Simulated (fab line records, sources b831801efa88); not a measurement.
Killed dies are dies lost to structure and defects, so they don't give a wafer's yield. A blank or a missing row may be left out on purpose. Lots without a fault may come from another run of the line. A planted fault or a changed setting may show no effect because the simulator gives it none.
Problem report in the 8D (eight disciplines) form, filled by code | flow gf180mcu | the parts of the form that need people (team, actions taken, sign-off) are left out

1. THE PROBLEM
HV_LDD_RS at GF_HV_LDD_RS_MEAS_53 reads a mean of 425.9 ohm/sq on 2 wafers of 1 lot; wafers without a fault read 418.2 ohm/sq with a standard deviation of 0.86. That is +8.9 standard deviations from the usual mean.
The step: measures by four-point-probe.
First seen on wafer L176.4, day 13 14:24, on film_metro-02. The record holds 36 wafers of 12 lots with a number at this step. Rule for "out", or "out of limits": more than 4 standard deviations from the usual mean. The other wafers with a number count as sound.

2. WHAT IT IS AND WHAT IT IS NOT
question                    | is                | is not
which readings at this step | HV_LDD_RS         | -
which lots                  | L176              | L171, L172, L173, L174, L185, L187, L189, L191, L192, L193, L194
which wafers of those lots  | L176.4, L176.6    | L176.1
read on which gauges        | film_metro-02     | film_metro-01, film_metro-04
when                        | from day 13 14:24 | up to then (13 sound wafers); but 21 sound wafers of L185, L187, L189, L191, L192, L193, L194 came after

3. SUSPECTS, AND WHAT RULES EACH OUT
Counting: a tool at a process step up to the reading stays a suspect if it ran every lot that is out. Sound lots after the first of them don't rule it out here, since some wafers of a struck lot are sound.
- the gauge at GF_HV_LDD_RS_MEAS_53: kept. All the wafers that are out were read on film_metro-02, and no step on other tools shows them out.
- implanter-02 at GF_HV_LDD_IMPLANT_09: kept. It ran the lot that is out, L176 (day 11 04:31); its last sound lot up to then is L174 (day 10 09:50).
- plasma_asher-02 at GF_HV_LDD_STRIP_37 (strips in O2/N2): kept. It ran the lot that is out, L176 (day 12 17:58); its last sound lot up to then is L172 (day 11 15:19).
- Within plasma_asher-02 at GF_HV_LDD_STRIP_37: the wafers that are out ran in chamber 1; their sound lot-mates ran in chamber 0.
Left after counting: implanter-02 at GF_HV_LDD_IMPLANT_09, plasma_asher-02 at GF_HV_LDD_STRIP_37, film_metro-02 at GF_HV_LDD_RS_MEAS_53.

4. THE CAUSE (what the simulator had put in)
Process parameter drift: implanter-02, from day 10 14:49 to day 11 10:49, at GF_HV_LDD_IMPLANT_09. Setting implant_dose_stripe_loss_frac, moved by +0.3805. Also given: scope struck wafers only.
Counting left 3 suspects, and this tool is among them.

5. THE CHAIN OF EFFECTS, in route order
Each row: a reading whose mean over the struck wafers that have a number lies more than 3 standard deviations from the usual. Only readings for which the record gives a usual standard deviation are gone through. hours: the time from each lot's start at the first step in this table that gives one to its start at this step, as a median over the lots. sigmas: the change in usual standard deviations.
hours | step                 | reading   | usual        | on struck wafers | change | sigmas
0     | GF_HV_LDD_RS_MEAS_53 | HV_LDD_RS | 418.2 ohm/sq | 425.9            | +7.7   | +8.9
Later measuring or inspecting steps at which every struck wafer that the step has a row for has a number for every such reading, and none has moved that far: GF_NSD_OVL_MEAS_08.

6. WHAT WOULD HAVE CAUGHT IT SOONER
In this record the first reading out of limits at a measuring or inspecting step was taken at day 13 14:24, 72 hours after the fault began at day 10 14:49.
Of the tool readings at GF_HV_LDD_IMPLANT_09 for which the record gives a usual standard deviation, none was out on any struck wafer, so an alarm limit of 4 standard deviations on them would not have fired.
All the lots that are out (1) had begun GF_HV_LDD_IMPLANT_09 on implanter-02 by day 13 14:24. A hold on the tool at that time would have spared none of them.
